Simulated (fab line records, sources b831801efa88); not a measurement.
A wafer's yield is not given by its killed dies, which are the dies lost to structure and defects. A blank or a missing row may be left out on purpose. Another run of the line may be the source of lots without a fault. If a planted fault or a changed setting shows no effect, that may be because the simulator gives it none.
Which tool did it?	flow sky130	Sampling: 12 lots, 34 wafers, 5 of 708 route steps

WHAT EACH GAUGE READ, for each wafer
SKY_SD_P_CD_MEAS_07 targets a cd of 380 nm.
lot	measured	on	cd_nm (nm)
L102	day 26 09:50	cd_sem-02	379.8 378.2 378.9
L104	day 26 23:01	cd_sem-01	384.0 382.6 383.7
L103	day 27 00:28	cd_sem-01	376.6 376.4 378.5
L105	day 27 10:58	cd_sem-02	382.7 379.8 381.9
L106	day 27 21:07	cd_sem-01	379.8 379.2 378.9
L107	day 28 05:06	cd_sem-01	382.9 381.3 378.2
L108	day 28 14:18	cd_sem-01	377.6 381.0 378.2
L111	day 29 23:50	cd_sem-02	376.6 378.0 379.0
L114	day 31 02:32	cd_sem-02	379.1 379.8
L115	day 31 10:16	cd_sem-02	383.0 386.5
L118	day 32 13:12	cd_sem-02	378.3 380.1 378.9
L122	day 33 14:01	cd_sem-01	381.3 382.9 382.3

SKY_SD_P_OVL_MEAS_08.
lot	measured	on	SD_P_OVL (nm)
L102	day 26 09:57	overlay-02	0.2 0.2 0.4
L104	day 26 23:07	overlay-01	-1.3 -2.8 -2.9
L103	day 27 00:35	overlay-01	-0.1 0.7 0.7
L105	day 27 11:05	overlay-01	-2.9 -0.7 -1.9
L106	day 27 21:14	overlay-01	-1.4 1.2 1.2
L107	day 28 05:11	overlay-01	-0.8 -1.9 0.3
L108	day 28 14:25	overlay-02	2.1 -0.1 1.4
L111	day 29 23:55	overlay-01	-1.4 -2.2 -2.5
L114	day 31 02:39	overlay-02	1.0 0.6
L115	day 31 10:19	overlay-02	2.3 0.9
L118	day 32 13:19	overlay-01	-0.7 -1.4 -2.2
L122	day 33 14:08	overlay-02	-1.4 -1.3 -1.9

SKY_VIA1_THK_MEAS_01.
lot	measured	on	VIA1_HDPCVD_THK (nm)
L102	day 34 09:23	film_metro-01	1040 1052 1036
L104	day 34 20:04	film_metro-01	1038 1032 1050
L103	day 34 20:18	film_metro-01	1014 1033 1032
L105	day 35 04:56	film_metro-03	1048 1045 1038
L106	day 35 14:49	film_metro-02	1023 1031 1025
L107	day 35 20:31	film_metro-01	1036 1045 1045
L108	day 36 04:17	film_metro-03	1043 1046 1042
L111	day 37 10:38	film_metro-01	1042 1046 1015
L114	day 38 10:14	film_metro-03	1004 617
L115	day 38 16:32	film_metro-03	627 1050
L118	day 39 14:58	film_metro-02	1050 1034 1032
L122	day 40 10:30	film_metro-01	1023 1031 1028

EACH LOT AND THE TOOL THAT RAN IT (in order: tool; ch and the chambers of the sampled wafers; start)
lot	SKY_METAL1_SPUTTER_03	SKY_VIA1_HDPCVD_00
L102	pvd_sputter-04, day 33 04:06	hdpcvd-02 ch 0,1, day 34 09:16
L104	pvd_sputter-01, day 33 15:20	hdpcvd-02 ch 0,1,2, day 34 19:56
L103	pvd_sputter-04, day 33 15:19	hdpcvd-01 ch 1, day 34 20:08
L105	pvd_sputter-03, day 34 00:25	hdpcvd-01 ch 1,2, day 35 04:49
L106	pvd_sputter-04, day 34 10:36	hdpcvd-01 ch 1,2, day 35 14:42
L107	pvd_sputter-01, day 34 16:09	hdpcvd-01 ch 0,1,2, day 35 20:26
L108	pvd_sputter-03, day 35 00:34	hdpcvd-01 ch 0,2, day 36 04:10
L111	pvd_sputter-04, day 36 06:52	hdpcvd-02 ch 0,1,2, day 37 10:34
L114	pvd_sputter-03, day 37 06:32	hdpcvd-02 ch 1,2, day 38 10:04
L115	pvd_sputter-04, day 37 13:31	hdpcvd-02 ch 0,2, day 38 16:26
L118	pvd_sputter-03, day 38 12:04	hdpcvd-01 ch 0,1, day 39 14:51
L122	pvd_sputter-01, day 39 08:13	hdpcvd-01 ch 0,1,2, day 40 10:23
- SKY_METAL1_SPUTTER_03: material Ti, target thk 5 nm, time 3.3 s.
- SKY_VIA1_HDPCVD_00: deposits SiO2, target thk 1030 nm, time 171.7 s.

AS READ BY THE TOOLS THEMSELVES (means over the sampled wafers that have a number; for cases with no such wafer, the mark the record gives instead)
SKY_METAL1_SPUTTER_03.
lot	tool	throttle_valve_pct (%)
L102	pvd_sputter-04	29.2
L104	pvd_sputter-01	31.2
L103	pvd_sputter-04	30.1
L105	pvd_sputter-03	28.6
L106	pvd_sputter-04	30.1
L107	pvd_sputter-01	31.4
L108	pvd_sputter-03	28.6
L111	pvd_sputter-04	30.1
L114	pvd_sputter-03	28.9
L115	pvd_sputter-04	29.2
L118	pvd_sputter-03	28.1
L122	pvd_sputter-01	31.0

SKY_VIA1_HDPCVD_00.
lot	tool	susceptor_temp_C (C)
L102	hdpcvd-02	400.11
L104	hdpcvd-02	399.82
L103	hdpcvd-01	400.13
L105	hdpcvd-01	400.04
L106	hdpcvd-01	400.09
L107	hdpcvd-01	399.78
L108	hdpcvd-01	399.88
L111	hdpcvd-02	400.11
L114	hdpcvd-02	400.02
L115	hdpcvd-02	400.24
L118	hdpcvd-01	399.89
L122	hdpcvd-01	399.82

THE ANSWER, worked out from the rows above alone
Rule: the usual values come from the lots themselves. Put in order of their means at a reading, lots are off if they are a third of the lots or fewer, leave a main group of 4 or more, and stand apart from it by a gap of 3 or more times the standard deviation of the main group's means; of several such gaps the widest counts. A main group whose means are all the same, to the digits that the tables above print for the reading, isn't used. A lot without any number at a reading at which 4 lots or more have one is off too. Where the step has rows for the other lots, those lots are counted as sound. After the gauges, taken in route order, come the tools' own readings; for these a lot's mean is taken, as printed above. At the first step where some lot is off, the reading lying furthest off is the one used; lots without a number count as furthest.
Off: at SKY_VIA1_THK_MEAS_01 (VIA1_HDPCVD_THK), L114, L115. For the main group the mean is 1036 nm and the standard deviation 7.
A tool fits if, at a process step before that reading, it ran every lot that is off, and no sound lot after the first of them. The gauges at SKY_VIA1_THK_MEAS_01 are tried like those tools. Undecided on this evidence; 2 tools fit (hdpcvd-02 at SKY_VIA1_HDPCVD_00, film_metro-03 at SKY_VIA1_THK_MEAS_01).

WHAT THE SIMULATOR PUT IN
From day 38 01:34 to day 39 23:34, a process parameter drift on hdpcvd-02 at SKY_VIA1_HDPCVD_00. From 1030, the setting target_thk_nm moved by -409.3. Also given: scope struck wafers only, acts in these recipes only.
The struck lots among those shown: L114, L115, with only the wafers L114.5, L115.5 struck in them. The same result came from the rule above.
